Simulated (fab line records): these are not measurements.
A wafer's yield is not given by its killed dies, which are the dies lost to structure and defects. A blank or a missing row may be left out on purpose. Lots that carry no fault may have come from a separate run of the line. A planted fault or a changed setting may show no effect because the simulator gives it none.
fab line records	flow sky130
record lots=11	wafers=33	last_day=50
route steps=708 shown SONOS_TUNNEL@162 RES_PROTECT@215 POLY_GATE@227 PAD_OPEN@708
lots that met no fault: from a run of the same line without faults
start_h: hours from the record's first day to the start of the lot's first wafer shown	wait_h: how many hours have passed since the lot's step before this one	" same as the row above	L1.1+2: a row that stands for several wafers	- no value, or no start was given	* or withheld: withheld	< > ~ a bound
route shown NAME@n: names a module that has steps shown in the file, with the first one's number in the route	usual: mean/standard deviation taken from wafers without a fault	same: alike in all rows	chamber/n: place in a boat	sites: the reading at each site	_std_site: how widely they spread, as a standard deviation	_edge_site: outer sites' mean less inner sites'	radius_mm: for every site, how far away it sits from the centre of the wafer	mask NAME#n: copy n	behind: the most recent tool/chamber to have shaped the wafer	hold: the reason the lot was held/the length of the hold in hours/how it ended	device: the transistor (n, p or np) that didn't switch	end of line: the route-end tests of the same wafers	for a step that has no rows: nothing shown but its recipe	killed: dies lost to structure and defects at the first sort, not the wafer's yield	map: dies across one wafer; x = killed, . = not, _ = none there
set.NAME: the setting that was run; set.NAME@STEP: the one run at that earlier step	model.NAME: the simulator's own value behind a step, which no gauge read
the route's steps for a sample of lots (tables are steps, rows are wafers)
services: when a tool's chamber went out of use (start_h, in hours from the record's first day, below 0 if earlier), for how many hours, and the reason
## steps
# step SKY_SONOS_TUNNEL_OVL_MEAS_08
# usual SONOS_TUNNEL_OVL=0.9/1.5
lot.wafer	tool	chamber	start_h	wait_h	SONOS_TUNNEL_OVL[nm]
L403.2	overlay-02	-	242.39	0.1	1.6
L403.3	"	-	"	"	1.2
L403.4	"	-	"	"	2.2
L404.3	overlay-02	-	258.09	0.1	0.6
L404.5	"	-	"	"	3.1
L404.6	"	-	"	"	3.3
L406.1	overlay-02	-	271.23	0.1	1.8
L406.3	"	-	"	"	1.5
L406.5	"	-	"	"	1.6
L407.2	overlay-02	-	276.31	0.1	0.7
L407.4	"	-	"	"	-1.2
L407.5	"	-	"	"	0.0
L409.1	overlay-01	-	297.18	0.1	2.0
L409.3	"	-	"	"	2.2
L409.5	"	-	"	"	0.5
L408.1	overlay-02	-	298.36	0.1	-1.2
L408.3	"	-	"	"	0.3
L408.4	"	-	"	"	-1.9
L420.2	overlay-02	-	384.11	0.1	2.4
L420.3	"	-	"	"	1.3
L420.5	"	-	"	"	1.0
L421.2	overlay-02	-	392.14	0.1	0.7
L421.4	"	-	"	"	0.3
L421.5	"	-	"	"	1.2
L422.2	overlay-02	-	403.66	0.1	0.1
L422.4	"	-	"	"	0.0
L422.6	"	-	"	"	0.1
L423.2	overlay-02	-	409.04	0.1	-0.2
L423.3	"	-	"	"	-0.2
L423.6	"	-	"	"	-1.3
L425.1	overlay-02	-	421.93	0.1	0.9
L425.3	"	-	"	"	0.5
L425.4	"	-	"	"	2.4
# step SKY_RES_PROTECT_TW_MEAS_08
# usual POLY_GATE_TW=4039/27
lot.wafer	tool	chamber	start_h	wait_h	POLY_GATE_TW
L403.2	film_metro-04	-	331.35	0.1	4005
L403.3	"	-	"	"	3984
L403.4	"	-	"	"	4002
L404.3	film_metro-02	-	349.98	0.1	4063
L404.5	"	-	"	"	4061
L404.6	"	-	"	"	4042
L406.1	film_metro-03	-	363.61	0.1	4045
L406.3	"	-	"	"	4019
L406.5	"	-	"	"	4036
L407.2	film_metro-03	-	367.95	0.1	4047
L407.4	"	-	"	"	4082
L407.5	"	-	"	"	4036
L409.1	film_metro-03	-	389.96	0.1	4019
L409.3	"	-	"	"	4025
L409.5	"	-	"	"	4025
L408.1	film_metro-03	-	391.91	0.1	4013
L408.3	"	-	"	"	4003
L408.4	"	-	"	"	4030
L420.2	film_metro-02	-	486.67	0.1	4067
L420.3	"	-	"	"	4059
L420.5	"	-	"	"	4087
L421.2	film_metro-03	-	498.17	0.1	4064
L421.4	"	-	"	"	4075
L421.5	"	-	"	"	4076
L422.2	film_metro-02	-	507.52	0.1	4041
L422.4	"	-	"	"	4063
L422.6	"	-	"	"	4022
L423.2	film_metro-02	-	519.67	0.1	4037
L423.3	"	-	"	"	4027
L423.6	"	-	"	"	4068
L425.1	film_metro-04	-	527.76	0.1	3959
L425.3	"	-	"	"	3988
L425.4	"	-	"	"	3968
# step SKY_POLY_GATE_CD_MEAS_13
# recipe target_cd_nm=150
# usual cd_nm=150.2/1.3
lot.wafer	tool	chamber	start_h	wait_h	cd_nm
L403.2	cd_sem-01	-	361.36	-	149.8
L403.3	"	-	"	"	149.3
L403.4	"	-	"	"	149.2
L404.3	cd_sem-02	-	381.05	-	148.8
L404.5	"	-	"	"	149.8
L404.6	"	-	"	"	150.9
L406.1	cd_sem-02	-	395.86	-	149.9
L406.3	"	-	"	"	150.5
L406.5	"	-	"	"	149.5
L407.2	cd_sem-02	-	400.81	-	151.0
L407.4	"	-	"	"	151.0
L407.5	"	-	"	"	150.6
L409.1	cd_sem-02	-	420.91	-	150.8
L409.3	"	-	"	"	150.1
L409.5	"	-	"	"	151.0
L408.1	cd_sem-02	-	425.36	-	148.0
L408.3	"	-	"	"	148.4
L408.4	"	-	"	"	149.4
L420.2	cd_sem-01	-	520.76	-	150.5
L420.3	"	-	"	"	149.8
L420.5	"	-	"	"	149.7
L421.2	cd_sem-02	-	530.63	-	148.4
L421.4	"	-	"	"	147.3
L421.5	"	-	"	"	148.4
L422.2	cd_sem-02	-	539.36	-	150.0
L422.4	"	-	"	"	151.1
L422.6	"	-	"	"	150.1
L423.2	cd_sem-02	-	552.78	-	151.6
L423.3	"	-	"	"	150.6
L423.6	"	-	"	"	150.2
L425.1	cd_sem-02	-	560.06	-	152.2
L425.3	"	-	"	"	150.9
L425.4	"	-	"	"	149.4
# step SKY_POLY_GATE_ETCH_15
# recipe chemistry=N2/H2	target=BARC	ion_energy_ev=200	source_w=500	bias_w=100	pressure_mtorr=30	n2_flow_sccm=100	h2_flow_sccm=200	stop_on=SiO2	time_s=118.5	target_depth_a=1100
# usual drypump_motor_current_A=5.6/0.5	oes_product_au=0.716/0.0047	throttle_valve_pct=13.213/0.0095
lot.wafer	tool	chamber	start_h	wait_h	drypump_motor_current_A	oes_product_au	rf_hours_counter_h	throttle_valve_pct
L403.2	rie_diel-04	2	361.49	0.0	5.1	0.707	2	13.209
L403.3	"	3	"	"	5.5	0.724	71	13.218
L403.4	"	0	"	"	5.0	0.713	64	13.210
L404.3	rie_diel-01	0	381.17	0.0	6.0	0.707	27	13.213
L404.5	"	3	"	"	5.7	0.723	-	13.203
L404.6	"	2	"	"	5.3	0.713	-	13.210
L406.1	rie_diel-03	1	396.02	0.0	4.9	0.719	10	13.224
L406.3	"	2	"	"	6.1	0.722	93	13.223
L406.5	"	3	"	"	5.4	0.715	-	13.196
L407.2	rie_diel-03	2	400.94	0.0	6.1	0.713	93	13.202
L407.4	"	3	"	"	5.4	0.717	69	13.224
L407.5	"	2	"	"	6.1	0.715	-	13.219
L409.1	rie_diel-03	0	421.07	0.0	6.2	0.713	47	13.221
L409.3	"	2	"	"	6.1	0.710	93	13.212
L409.5	"	1	"	"	4.8	0.715	-	13.190
L408.1	rie_diel-03	0	425.52	0.0	6.2	0.710	48	13.203
L408.3	"	3	"	"	5.4	0.717	69	13.226
L408.4	"	2	"	"	6.1	0.715	94	13.206
L420.2	rie_diel-01	0	520.89	0.0	6.0	0.716	30	13.216
L420.3	"	3	"	"	5.7	0.713	26	13.224
L420.5	"	0	"	"	6.0	0.716	-	13.228
L421.2	rie_diel-04	0	530.76	0.0	5.0	0.715	67	13.204
L421.4	"	1	"	"	6.3	0.718	22	13.217
L421.5	"	2	"	"	5.1	0.711	-	13.212
L422.2	rie_diel-04	3	539.49	0.0	5.5	0.716	74	13.203
L422.4	"	0	"	"	5.0	0.708	67	13.197
L422.6	"	0	"	"	5.0	0.719	-	13.210
L423.2	rie_diel-04	0	552.92	0.0	5.0	0.718	67	13.204
L423.3	"	2	"	"	5.1	0.713	6	13.214
L423.6	"	0	"	"	5.0	0.712	-	13.214
L425.1	rie_diel-03	1	560.22	0.0	4.8	0.721	12	13.220
L425.3	"	3	"	"	5.4	0.720	72	13.203
L425.4	"	2	"	"	6.1	0.726	1	13.222
# step SKY_POLY_GATE_STRIP_18
# recipe chemistry=O2/N2	power_w=1400	pressure_mtorr=1500	platen_temp_c=withheld	o2_flow_sccm=3000	n2_flow_sccm=300	overash_fraction=0.5
# usual drypump_motor_current_A=5.6/0.58	oes_product_au=0.362/0.0043	strip_time_to_endpoint_s=3.20/0.044
lot.wafer	tool	chamber	start_h	wait_h	drypump_motor_current_A	oes_product_au	rf_hours_counter_h	strip_time_to_endpoint_s
L403.2	plasma_asher-01	0	361.73	0.0	4.9	0.358	68	3.17
L403.3	"	0	"	"	4.9	0.362	-	3.18
L403.4	"	1	"	"	5.0	0.367	-	3.17
L404.3	plasma_asher-04	1	381.44	0.1	5.0	0.359	-	3.21
L404.5	"	1	"	"	5.0	0.363	-	3.28
L404.6	"	0	"	"	6.3	0.354	-	3.13
L406.1	plasma_asher-03	0	396.25	0.0	6.0	0.364	58	3.26
L406.3	"	0	"	"	6.0	0.355	-	3.17
L406.5	"	0	"	"	6.0	0.367	-	3.28
L407.2	plasma_asher-01	0	401.18	0.0	4.8	0.362	72	3.16
L407.4	"	1	"	"	5.0	0.363	-	3.27
L407.5	"	0	"	"	4.8	0.360	-	3.17
L409.1	plasma_asher-03	1	421.30	0.0	6.0	0.355	61	3.16
L409.3	"	0	"	"	6.0	0.380	-	3.58
L409.5	"	0	"	"	6.0	0.360	-	3.19
L408.1	plasma_asher-03	0	425.75	0.0	6.0	0.366	62	3.18
L408.3	"	1	"	"	6.0	0.366	-	3.19
L408.4	"	0	"	"	6.0	0.382	-	3.54
L420.2	plasma_asher-03	1	521.13	0.0	6.1	0.365	71	3.23
L420.3	"	1	"	"	6.1	0.361	-	3.25
L420.5	"	0	"	"	6.0	0.362	-	3.19
L421.2	plasma_asher-04	0	531.00	0.0	6.3	0.353	42	3.20
L421.4	"	1	"	"	4.9	0.364	-	3.15
L421.5	"	1	"	"	5.0	0.362	-	3.19
L422.2	plasma_asher-01	0	539.73	0.0	4.8	0.366	7	3.28
L422.4	"	1	"	"	5.0	0.360	-	3.22
L422.6	"	1	"	"	5.0	0.362	-	3.21
L423.2	plasma_asher-01	0	553.15	0.0	4.8	0.367	8	3.26
L423.3	"	1	"	"	5.0	0.358	-	3.21
L423.6	"	1	"	"	5.0	0.372	-	3.22
L425.1	plasma_asher-01	0	560.45	0.0	4.8	0.368	9	3.27
L425.3	"	1	"	"	5.0	0.365	-	3.25
L425.4	"	0	"	"	4.8	0.365	-	3.19
# step SKY_POLY_GATE_CD_MEAS_22
# usual cd_nm=149.7/2.7
lot.wafer	tool	chamber	start_h	wait_h	cd_nm
L403.2	cd_sem-02	-	365.22	0.1	146.8
L403.3	"	-	"	"	144.8
L403.4	"	-	"	"	147.5
L404.3	cd_sem-01	-	383.00	0.1	147.5
L404.5	"	-	"	"	147.4
L404.6	"	-	"	"	148.7
L406.1	cd_sem-02	-	399.39	0.1	150.4
L406.3	"	-	"	"	152.7
L406.5	"	-	"	"	150.8
L407.2	cd_sem-02	-	402.74	0.1	154.4
L407.4	"	-	"	"	153.5
L407.5	"	-	"	"	155.5
L409.1	cd_sem-02	-	423.83	0.1	152.1
L409.3	"	-	"	"	163.1
L409.5	"	-	"	"	151.9
L408.1	cd_sem-02	-	428.75	0.2	149.3
L408.3	"	-	"	"	148.4
L408.4	"	-	"	"	159.9
L420.2	cd_sem-01	-	524.93	0.1	149.0
L420.3	"	-	"	"	148.2
L420.5	"	-	"	"	146.7
L421.2	cd_sem-01	-	532.49	0.1	146.4
L421.4	"	-	"	"	143.3
L421.5	"	-	"	"	146.6
L422.2	cd_sem-02	-	541.22	0.1	147.4
L422.4	"	-	"	"	151.5
L422.6	"	-	"	"	148.7
L423.2	cd_sem-02	-	555.44	0.1	151.7
L423.3	"	-	"	"	150.3
L423.6	"	-	"	"	150.4
L425.1	cd_sem-02	-	561.92	0.1	150.8
L425.3	"	-	"	"	151.3
L425.4	"	-	"	"	150.2
# step SKY_PAD_OPEN_PROBE_99
# usual killed_at_M0_to_M3=42/7.6	killed_at_M4_up=3.4/2	killed_at_contacts=24/5.9	killed_at_front_end=16/4.5	killed_at_other=0.4/0.58	killed_dies=86/10	killed_open=47/7.6	killed_short=39/6.7
# same gross_dies=492	killed_at_back_side=0
lot.wafer	tool	chamber	start_h	wait_h	killed_at_M0_to_M3	killed_at_M4_up	killed_at_contacts	killed_at_front_end	killed_at_other	killed_dies	killed_open	killed_short
L404.3	prober-02	-	1082.08	0.2	42	2	20	14	0	78	43	35
L404.5	prober-02	-	1082.18	0.2	33	8	22	15	0	78	39	39
L404.6	prober-02	-	1082.23	0.2	37	4	31	16	1	89	47	42
L407.2	prober-02	-	1102.73	0.1	37	5	23	19	0	84	46	37
L407.4	prober-02	-	1102.83	0.2	43	1	25	23	0	92	57	35
L407.5	prober-02	-	1102.88	0.2	44	2	23	14	0	83	40	42
L423.2	prober-02	-	1193.28	0.1	40	7	33	16	1	97	63	34
L423.3	prober-02	-	1193.33	0.2	43	4	30	15	0	92	52	40
L423.6	prober-02	-	1193.48	0.2	44	4	36	20	0	104	53	51
# killed by level:class
L404.3 VIA1:geometric_particle:open=16 LOCAL_INTERCONNECT:geometric_particle:short=6 VIA3:geometric_particle:open=6 CONTACT:geometric_particle:open=5 VIA3:geometric_particle:short=5 LI_CONTACT:geometric_particle:open=4 POLY_GATE:geometric_particle:short=4 METAL1:geometric_particle:open=4
L404.5 CONTACT:geometric_particle:open=10 LOCAL_INTERCONNECT:geometric_particle:short=8 VIA1:geometric_particle:open=8 VIA3:geometric_particle:open=7 METAL4:geometric_particle:short=7 METAL3:geometric_particle:short=6 FIELD_ISO:geometric_particle:short=4 FIELD_ISO:geometric_particle:open=3
L404.6 CONTACT:geometric_particle:open=9 LI_CONTACT:geometric_particle:open=8 VIA1:geometric_particle:open=8 VIA3:geometric_particle:open=7 CONTACT:geometric_particle:short=7 LOCAL_INTERCONNECT:geometric_particle:short=6 FIELD_ISO:geometric_particle:open=4 FIELD_ISO:geometric_particle:short=4
L407.2 CONTACT:geometric_particle:open=9 VIA1:geometric_particle:open=7 FIELD_ISO:geometric_particle:short=6 CONTACT:geometric_particle:short=6 FIELD_ISO:geometric_particle:open=5 LI_CONTACT:geometric_particle:open=5 VIA2:geometric_particle:open=5 VIA3:geometric_particle:short=5
L407.4 CONTACT:geometric_particle:open=12 VIA1:geometric_particle:open=12 VIA3:geometric_particle:open=8 FIELD_ISO:geometric_particle:open=5 CONTACT:geometric_particle:short=5 POLY_GATE:geometric_particle:short=4 POLY_GATE:geometric_particle:open=4 POLY_CUT:geometric_particle:open=4
L407.5 VIA1:geometric_particle:open=12 FIELD_ISO:geometric_particle:short=8 LI_CONTACT:geometric_particle:open=8 VIA1:geometric_particle:short=8 CONTACT:geometric_particle:open=6 METAL2:geometric_particle:short=6 VIA2:geometric_particle:open=6 POLY_GATE:geometric_particle:open=4
L423.2 CONTACT:geometric_particle:open=17 VIA1:geometric_particle:open=10 CONTACT:geometric_particle:short=8 VIA3:geometric_particle:open=7 POLY_GATE:geometric_particle:open=5 METAL4:geometric_particle:short=5 LI_CONTACT:geometric_particle:open=5 METAL2:geometric_particle:open=5
L423.3 CONTACT:geometric_particle:open=9 LOCAL_INTERCONNECT:geometric_particle:short=8 VIA1:geometric_particle:open=8 VIA3:geometric_particle:open=8 LI_CONTACT:geometric_particle:open=6 VIA2:geometric_particle:open=6 CONTACT:geometric_particle:short=5 VIA1:geometric_particle:short=5
L423.6 CONTACT:geometric_particle:open=13 CONTACT:geometric_particle:short=9 VIA1:geometric_particle:open=9 VIA1:geometric_particle:short=8 VIA2:geometric_particle:open=8 VIA3:geometric_particle:open=7 POLY_GATE:geometric_particle:short=7 LI_CONTACT:geometric_particle:open=7
## services
tool	chamber	start_h	hours	kind
plasma_asher-01	-	346.80	8.8	repair
rie_diel-01	3	365.02	8.8	repair
rie_diel-01	-	413.35	0.8	repair
rie_diel-03	-	418.38	1.1	repair
plasma_asher-01	-	421.25	9.0	pm
plasma_asher-01	0	421.25	9.0	vent_cycle
plasma_asher-01	1	421.25	9.0	vent_cycle
rie_diel-01	2	421.80	-	clean
plasma_asher-01	0	430.25	-	clean
plasma_asher-01	1	430.25	-	clean
rie_diel-03	1	439.02	28.9	repair
rie_diel-04	2	454.22	2.5	repair
rie_diel-04	-	455.83	0.6	repair
rie_diel-04	2	465.08	4.7	repair
plasma_asher-01	-	468.55	28.1	pm
rie_diel-03	2	483.65	-	clean
rie_diel-03	2	483.65	16.3	scheduled_down
rie_diel-03	2	483.65	16.3	vent_cycle
rie_diel-04	0	510.78	5.0	repair
plasma_asher-01	-	520.03	14.3	repair
rie_diel-01	3	524.99	55.5	repair
rie_diel-03	-	529.41	16.9	repair
rie_diel-03	0	530.38	18.8	repair
plasma_asher-03	-	558.32	0.5	repair
## key
first_sign step=SKY_POLY_GATE_STRIP_18	reading=strip_time_to_endpoint_s	direction=up	sigmas=8.1	usual=*	struck=*
effect step=SKY_POLY_GATE_STRIP_18	reading=oes_product_au	direction=up	sigmas=4.5	usual=0.362	struck=0.381
effect step=SKY_POLY_GATE_CD_MEAS_22	reading=cd_nm	direction=up	sigmas=4.3	usual=149.7	struck=161.5
met_at SKY_POLY_GATE_ETCH_15
struck_lots L408,L409
struck_wafers L408.4,L409.3
tester_left_out L408,L409
not_acting_at SKY_SONOS_TUNNEL_OVL_MEAS_08,SKY_RES_PROTECT_TW_MEAS_08,SKY_POLY_GATE_CD_MEAS_13
onset_between 400.94 421.07
fault kind=process_parameter_drift	tool=rie_diel-03	chamber=2	onset_h=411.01	steps=SKY_POLY_GATE_ETCH_15	channel=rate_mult	offset=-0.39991	shape=step	end_h=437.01
# tester_left_out: of these lots the tester's yield and bins aren't shown, on N5 and GAA mostly nor the transistor test; their killed dies are dies lost to structure and defects alone, not to doping, threshold or leakage, so they don't give the yield
